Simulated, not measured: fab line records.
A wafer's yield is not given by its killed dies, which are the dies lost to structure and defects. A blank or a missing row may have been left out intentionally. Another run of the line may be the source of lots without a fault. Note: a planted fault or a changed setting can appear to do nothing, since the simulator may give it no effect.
Matching of chambers / flow sky130 / SKY_METAL3_ETCH_17 on rie-diel-03: 4 sister chambers
The step etches SiO2 in C4F8/O2/Ar, stops on TiN, time 3.9 s, target depth 15 nm. 4 wafers are shown with their chamber, then 12 later ones without.

== WAFERS, EACH WITH ITS CHAMBER ==
wafer=L084.5; chamber=2; oes-product-au (a.u.)=0.766
wafer=L084.6; chamber=3; oes-product-au (a.u.)=0.753
wafer=L088.5; chamber=0; oes-product-au (a.u.)=0.746
wafer=L088.6; chamber=1; oes-product-au (a.u.)=0.753

== WAFERS WITHOUT THEIR CHAMBER ==
wafer=L087.1; oes-product-au (a.u.)=0.747
wafer=L087.2; oes-product-au (a.u.)=0.748
wafer=L087.5; oes-product-au (a.u.)=0.751
wafer=L090.1; oes-product-au (a.u.)=0.746
wafer=L090.2; oes-product-au (a.u.)=0.741
wafer=L090.3; oes-product-au (a.u.)=0.740
wafer=L090.4; oes-product-au (a.u.)=0.750
wafer=L090.5; oes-product-au (a.u.)=0.751
wafer=L090.6; oes-product-au (a.u.)=0.756
wafer=L095.1; oes-product-au (a.u.)=0.753
wafer=L095.2; oes-product-au (a.u.)=0.755
wafer=L095.5; oes-product-au (a.u.)=0.755

== EACH ONE'S CHAMBER ==
wafer=L087.1; from the rows above=can't be placed: 0 or 1 or 3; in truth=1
wafer=L087.2; from the rows above=can't be placed: 0 or 1 or 3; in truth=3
wafer=L087.5; from the rows above=can't be placed: 1 or 3 or 0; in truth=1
wafer=L090.1; from the rows above=0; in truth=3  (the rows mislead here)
wafer=L090.2; from the rows above=0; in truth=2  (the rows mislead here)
wafer=L090.3; from the rows above=0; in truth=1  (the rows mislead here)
wafer=L090.4; from the rows above=can't be placed: 1 or 3 or 0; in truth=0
wafer=L090.5; from the rows above=can't be placed: 1 or 3 or 0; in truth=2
wafer=L090.6; from the rows above=can't be placed: 1 or 3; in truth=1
wafer=L095.1; from the rows above=can't be placed: 1 or 3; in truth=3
wafer=L095.2; from the rows above=can't be placed: 1 or 3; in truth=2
wafer=L095.5; from the rows above=can't be placed: 1 or 3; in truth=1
Correct placement for 0 of the 12. Not placeable from these rows: 9 (in 7, the candidates include the true chamber). Placed wrongly: 3.
How it was worked out, from the rows above alone: a wafer's distance from a chamber is the root of the sum, over the readings, of the square of ((its reading less the chamber's mean) divided by the reading's scatter). If the next closest chamber is less than 2 further off than the closest, the wafer can't be placed; otherwise it belongs to the closest. A chamber's mean is the mean of its shown wafers. The scatter (one wafer shown for each chamber): square how far every hidden wafer sits from the nearest shown wafer, average those squares and take the square root.
